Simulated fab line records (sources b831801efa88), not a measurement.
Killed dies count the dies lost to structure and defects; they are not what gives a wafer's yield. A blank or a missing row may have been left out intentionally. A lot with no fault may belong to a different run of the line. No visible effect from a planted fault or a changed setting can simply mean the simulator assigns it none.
fab line records	flow sky130
record lots=13	wafers=39	last_day=50
route steps=708 shown SONOS_TUNNEL@166 SD_P@324 SD_N@350 PAD_OPEN@708
lots with no fault: from the same line, run without faults
start_h: start of the lot's first displayed wafer, in hours after the record's first day	wait_h: hours since the lot's step before	" the same as in the row above	L1.1+2: one row covering several wafers at once	- either no value or no given start	* or withheld: withheld	< > ~ a bound
route shown NAME@n: NAME is a module with steps in the file, n the number in the route of the first one	usual: average and standard deviation across the fault-free wafers	same: alike in all rows	chamber/n: place in a boat	sites: readings site by site	_std_site: the standard deviation of these	_edge_site: mean of outer sites minus mean of inner sites	radius_mm: for every site, how far away it sits from the centre of the wafer	mask NAME#n: copy n	behind: tool/chamber where the wafer was last shaped	hold: cause of the lot's hold/its duration in hours/its outcome	device: the n, p or np transistor that did not switch	end of line: the tests these same wafers got at the end of their route	where a step has no rows: the recipe by itself	killed: not the wafer's yield, but the dies lost to structure and defects at the first sort	map: shows each die of a wafer: x if killed, . if not, _ if none is there
set.NAME: the run value of the setting; set.NAME@STEP: its run value at that earlier step	model.NAME: the simulator's own value behind a step, which no gauge read
the route's steps for a sample of lots (tables are steps, rows are wafers)
services: the hour from which a tool's chamber was out of use, counted from the record's first day as start_h (under 0 if before that day), plus the number of hours and why
## steps
# step SKY_SONOS_TUNNEL_TW_MEAS_12
# usual SONOS_TUNNEL_TW=197.2/1
lot.wafer	tool	chamber	start_h	wait_h	SONOS_TUNNEL_TW
L356.1	film_metro-03	-	243.44	0.0	197.2
L356.2	"	-	"	"	196.6
L356.3	"	-	"	"	196.6
L357.2	film_metro-03	-	251.08	0.0	197.9
L357.3	"	-	"	"	199.0
L357.5	"	-	"	"	198.4
L361.2	film_metro-03	-	309.41	0.0	195.7
L361.4	"	-	"	"	196.0
L361.6	"	-	"	"	195.6
L363.1	film_metro-01	-	325.19	0.0	196.8
L363.5	"	-	"	"	195.7
L363.6	"	-	"	"	196.1
L370.1	film_metro-01	-	360.45	0.0	196.6
L370.3	"	-	"	"	197.1
L370.4	"	-	"	"	197.3
L371.1	film_metro-01	-	373.26	0.0	195.7
L371.5	"	-	"	"	197.3
L371.6	"	-	"	"	196.5
L372.1	film_metro-02	-	375.13	0.0	196.9
L372.2	"	-	"	"	197.8
L372.6	"	-	"	"	197.4
L373.1	film_metro-03	-	381.46	0.0	197.1
L373.3	"	-	"	"	195.3
L373.5	"	-	"	"	196.0
L374.1	film_metro-03	-	391.25	0.0	196.4
L374.3	"	-	"	"	197.0
L374.6	"	-	"	"	196.5
L376.1	film_metro-02	-	411.38	0.0	199.5
L376.2	"	-	"	"	199.6
L376.6	"	-	"	"	198.1
L377.1	film_metro-02	-	419.92	0.0	198.5
L377.3	"	-	"	"	199.1
L377.6	"	-	"	"	199.8
L378.1	film_metro-03	-	424.27	0.0	196.1
L378.4	"	-	"	"	196.0
L378.6	"	-	"	"	195.8
L379.1	film_metro-01	-	430.40	0.0	196.3
L379.2	"	-	"	"	196.8
L379.3	"	-	"	"	196.8
# step SKY_SD_P_EXPOSE_04
# recipe mask_id=PSDM	na=0.6	source_shape=conventional	sigma_outer=0.6	polarization=unpolarized	target_cd_nm=380	dose_mj=138
lot.wafer	tool	chamber	start_h	wait_h	mask
L356.1+2+3	iline_stepper-02	0	560.77	-	PSDM#0
L357.2+3+5	iline_stepper-02	0	567.24	-	PSDM#0
L361.2+4+6	iline_stepper-01	0	637.84	-	LDNTM#0
L363.1+5+6	iline_stepper-02	0	653.41	-	PSDM#0
L370.1+3+4	iline_stepper-01	0	693.20	-	PSDM#0
L371.1+5+6	iline_stepper-01	0	700.07	-	PSDM#0
L372.1+2+6	iline_stepper-01	0	706.48	-	PSDM#0
L373.1+3+5	iline_stepper-01	0	710.58	-	PSDM#0
L374.1+3+6	iline_stepper-02	0	718.47	-	PSDM#0
L376.1+2+6	iline_stepper-02	0	740.12	-	PSDM#0
L377.1+3+6	iline_stepper-01	0	746.02	-	PSDM#0
L378.1+4+6	iline_stepper-01	0	750.92	-	PSDM#0
L379.1+2+3	iline_stepper-01	0	758.37	-	PSDM#0
# step SKY_SD_P_CD_MEAS_07
# recipe target_cd_nm=380
# usual cd_nm=378.8/2.5
lot.wafer	tool	chamber	start_h	wait_h	cd_nm
L356.1	cd_sem-02	-	575.52	0.1	378.4
L356.2	"	-	"	"	378.8
L356.3	"	-	"	"	376.4
L357.2	cd_sem-02	-	582.30	0.1	380.8
L357.3	"	-	"	"	382.3
L357.5	"	-	"	"	381.1
L361.2	cd_sem-01	-	651.66	0.1	-
L361.4	"	-	"	"	-
L361.6	"	-	"	"	-
L363.1	cd_sem-02	-	667.23	0.1	376.1
L363.5	"	-	"	"	378.7
L363.6	"	-	"	"	375.0
L370.1	cd_sem-02	-	706.59	0.1	378.0
L370.3	"	-	"	"	379.0
L370.4	"	-	"	"	380.9
L371.1	cd_sem-01	-	714.23	0.1	382.3
L371.5	"	-	"	"	383.1
L371.6	"	-	"	"	381.5
L372.1	cd_sem-02	-	720.08	0.1	378.2
L372.2	"	-	"	"	376.5
L372.6	"	-	"	"	377.2
L373.1	cd_sem-02	-	724.89	0.1	381.1
L373.3	"	-	"	"	378.6
L373.5	"	-	"	"	380.8
L374.1	cd_sem-01	-	732.58	0.1	377.0
L374.3	"	-	"	"	373.1
L374.6	"	-	"	"	375.7
L376.1	cd_sem-01	-	753.62	0.1	375.2
L376.2	"	-	"	"	374.4
L376.6	"	-	"	"	374.8
L377.1	cd_sem-01	-	759.29	0.1	377.6
L377.3	"	-	"	"	377.8
L377.6	"	-	"	"	375.5
L378.1	cd_sem-01	-	763.94	0.1	382.2
L378.4	"	-	"	"	382.7
L378.6	"	-	"	"	379.4
L379.1	cd_sem-01	-	771.54	0.1	376.7
L379.2	"	-	"	"	377.4
L379.3	"	-	"	"	380.7
# step SKY_SD_P_TW_MEAS_11
# usual SD_P_TW=2853/22
lot.wafer	tool	chamber	start_h	wait_h	SD_P_TW
L356.1	film_metro-04	-	575.92	0.1	2857
L356.2	"	-	"	"	2845
L356.3	"	-	"	"	2857
L357.2	film_metro-01	-	582.69	0.1	2867
L357.3	"	-	"	"	2850
L357.5	"	-	"	"	2868
L361.2	film_metro-04	-	652.06	0.1	30
L361.4	"	-	"	"	30
L361.6	"	-	"	"	30
L363.1	film_metro-02	-	667.64	0.1	2846
L363.5	"	-	"	"	2855
L363.6	"	-	"	"	2878
L370.1	film_metro-01	-	707.00	0.1	2832
L370.3	"	-	"	"	2834
L370.4	"	-	"	"	2823
L371.1	film_metro-02	-	714.64	0.1	2857
L371.5	"	-	"	"	2848
L371.6	"	-	"	"	2857
L372.1	film_metro-04	-	720.51	0.1	2896
L372.2	"	-	"	"	2884
L372.6	"	-	"	"	2884
L373.1	film_metro-02	-	725.30	0.1	2828
L373.3	"	-	"	"	2835
L373.5	"	-	"	"	2823
L374.1	film_metro-01	-	732.99	0.1	2832
L374.3	"	-	"	"	2855
L374.6	"	-	"	"	2841
L376.1	film_metro-04	-	754.02	0.1	2883
L376.2	"	-	"	"	2883
L376.6	"	-	"	"	2895
L377.1	film_metro-01	-	759.70	0.1	2820
L377.3	"	-	"	"	2816
L377.6	"	-	"	"	2830
L378.1	film_metro-02	-	764.37	0.1	2868
L378.4	"	-	"	"	2847
L378.6	"	-	"	"	2868
L379.1	film_metro-02	-	771.95	0.1	2868
L379.2	"	-	"	"	2855
L379.3	"	-	"	"	2864
# step SKY_SD_N_OVL_MEAS_08
# usual SD_N_OVL=1.8/1.2
lot.wafer	tool	chamber	start_h	wait_h	SD_N_OVL[nm]
L356.1	overlay-01	-	634.96	0.1	1.5
L356.2	"	-	"	"	2.1
L356.3	"	-	"	"	2.6
L357.2	overlay-01	-	641.11	0.1	0.9
L357.3	"	-	"	"	2.8
L357.5	"	-	"	"	1.6
L361.2	overlay-02	-	708.22	0.1	0.7
L361.4	"	-	"	"	2.2
L361.6	"	-	"	"	2.8
L363.1	overlay-02	-	723.11	0.1	1.4
L363.5	"	-	"	"	2.3
L363.6	"	-	"	"	2.1
L370.1	overlay-01	-	762.95	0.1	0.6
L370.3	"	-	"	"	3.1
L370.4	"	-	"	"	2.0
L371.1	overlay-01	-	769.16	0.1	4.0
L371.5	"	-	"	"	2.6
L371.6	"	-	"	"	4.1
L372.1	overlay-01	-	775.41	0.1	-0.2
L372.2	"	-	"	"	1.7
L372.6	"	-	"	"	1.8
L373.1	overlay-02	-	779.45	0.1	1.4
L373.3	"	-	"	"	2.2
L373.5	"	-	"	"	1.6
L374.1	overlay-01	-	786.56	0.1	2.2
L374.3	"	-	"	"	3.4
L374.6	"	-	"	"	0.9
L376.1	overlay-02	-	807.41	0.1	-0.2
L376.2	"	-	"	"	-0.3
L376.6	"	-	"	"	-0.1
L377.1	overlay-02	-	812.66	0.1	1.9
L377.3	"	-	"	"	1.0
L377.6	"	-	"	"	1.1
L378.1	overlay-02	-	818.00	0.1	2.0
L378.4	"	-	"	"	0.9
L378.6	"	-	"	"	2.5
L379.1	overlay-01	-	824.88	0.1	3.4
L379.2	"	-	"	"	4.0
L379.3	"	-	"	"	3.1
# step SKY_SD_N_RS_MEAS_16
# recipe thk_meas_gauge=four-point-probe
# usual SD_N_RS=68.51/0.13
lot.wafer	tool	chamber	start_h	wait_h	SD_N_RS[ohm/sq]
L356.1	film_metro-04	-	635.74	0.1	68.47
L356.2	"	-	"	"	68.63
L356.3	"	-	"	"	68.48
L357.2	film_metro-01	-	641.84	0.1	68.48
L357.3	"	-	"	"	68.59
L357.5	"	-	"	"	68.54
L361.2	film_metro-01	-	708.95	0.1	68.32
L361.4	"	-	"	"	68.38
L361.6	"	-	"	"	68.51
L363.1	film_metro-01	-	723.84	0.1	68.49
L363.5	"	-	"	"	68.48
L363.6	"	-	"	"	68.50
L370.1	film_metro-02	-	763.67	0.1	68.78
L370.3	"	-	"	"	68.70
L370.4	"	-	"	"	68.89
L371.1	film_metro-04	-	769.88	0.1	68.43
L371.5	"	-	"	"	68.30
L371.6	"	-	"	"	68.55
L372.1	film_metro-02	-	776.13	0.1	68.61
L372.2	"	-	"	"	68.49
L372.6	"	-	"	"	68.78
L373.1	film_metro-02	-	780.17	0.1	68.72
L373.3	"	-	"	"	68.83
L373.5	"	-	"	"	68.66
L374.1	film_metro-04	-	787.28	0.1	68.37
L374.3	"	-	"	"	68.30
L374.6	"	-	"	"	68.37
L376.1	film_metro-04	-	808.13	0.1	68.50
L376.2	"	-	"	"	68.53
L376.6	"	-	"	"	68.46
L377.1	film_metro-01	-	813.38	0.1	68.63
L377.3	"	-	"	"	68.43
L377.6	"	-	"	"	68.34
L378.1	film_metro-02	-	818.77	0.1	68.65
L378.4	"	-	"	"	68.66
L378.6	"	-	"	"	68.53
L379.1	film_metro-04	-	825.60	0.1	68.62
L379.2	"	-	"	"	68.57
L379.3	"	-	"	"	68.61
# step SKY_PAD_OPEN_PROBE_99
# usual killed_at_M0_to_M3=44/7.2	killed_at_M4_up=3.2/1.8	killed_at_contacts=24/5.4	killed_at_front_end=15/4	killed_at_other=0.3/0.56	killed_dies=87/9.2	killed_on_rim=17/4	killed_open=47/7.3	killed_short=39/5.7
# same gross_dies=492	killed_at_back_side=0
lot.wafer	tool	chamber	start_h	wait_h	killed_at_M0_to_M3	killed_at_M4_up	killed_at_contacts	killed_at_front_end	killed_at_other	killed_dies	killed_on_rim	killed_open	killed_short
L361.2	prober-02	-	1120.93	0.1	42	3	24	423	0	492	96	47	33
L361.4	prober-02	-	1121.03	0.2	44	3	29	415	1	492	96	45	44
L361.6	prober-02	-	1121.13	0.2	41	3	23	424	1	492	96	40	37
# killed by level:class
L361.2 SD_P:area_expose=412 CONTACT:geometric_particle:open=11 VIA1:geometric_particle:open=8 VIA1:geometric_particle:short=7 VIA3:geometric_particle:open=7 VIA2:geometric_particle:open=6 LI_CONTACT:geometric_particle:open=5 LOCAL_INTERCONNECT:geometric_particle:short=4
L361.4 SD_P:area_expose=403 CONTACT:geometric_particle:open=11 VIA1:geometric_particle:open=10 CONTACT:geometric_particle:short=6 VIA3:geometric_particle:short=6 LI_CONTACT:geometric_particle:open=5 VIA1:geometric_particle:short=5 VIA2:geometric_particle:open=5
L361.6 SD_P:area_expose=414 VIA1:geometric_particle:open=13 LI_CONTACT:geometric_particle:open=6 LI_CONTACT:geometric_particle:short=5 CONTACT:geometric_particle:short=5 CONTACT:geometric_particle:open=4 METAL1:geometric_particle:short=4 VIA2:geometric_particle:short=4
## services
tool	chamber	start_h	hours	kind
iline_stepper-02	-	563.05	1.7	pm
iline_stepper-01	0	586.07	-	calibration
iline_stepper-02	0	591.92	-	calibration
iline_stepper-01	-	612.27	2.1	pm
iline_stepper-01	-	614.35	-	consumable_replace:lamp
iline_stepper-01	-	614.35	1.7	pm
iline_stepper-01	-	616.66	7.3	repair
iline_stepper-01	-	628.64	6.3	repair
iline_stepper-01	-	736.86	4.4	pm
iline_stepper-02	-	754.75	2.1	pm
iline_stepper-02	-	756.83	-	consumable_replace:lamp
## key
first_sign step=SKY_SD_P_EXPOSE_04	reading=mask	direction=changed
effect step=SKY_SD_P_CD_MEAS_07	reading=cd_nm	direction=missing
effect step=SKY_SD_P_TW_MEAS_11	reading=SD_P_TW	direction=down	sigmas=99+	usual=2853	struck=30
effect step=SKY_PAD_OPEN_PROBE_99	reading=killed_at_front_end	direction=up	sigmas=99+	usual=15	struck=421
more_kills_born_at SKY_SD_P_EXPOSE_04@iline_stepper-01=1229
met_at SKY_SD_P_EXPOSE_04
struck_lots L361
tester_left_out L361
not_acting_at SKY_SONOS_TUNNEL_TW_MEAS_12,SKY_SD_N_OVL_MEAS_08,SKY_SD_N_RS_MEAS_16
fault kind=wrong_mask	tool=any	chamber=-	onset_h=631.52	steps=SKY_SD_P_EXPOSE_04	aux_copy=LDNTM#0	scope=struck_lots_only
# tester_left_out: of these lots the tester's yield and bins aren't shown, on N5 and GAA mostly nor the transistor test; their killed dies are dies lost to structure and defects alone, not to doping, threshold or leakage, so they don't give the yield
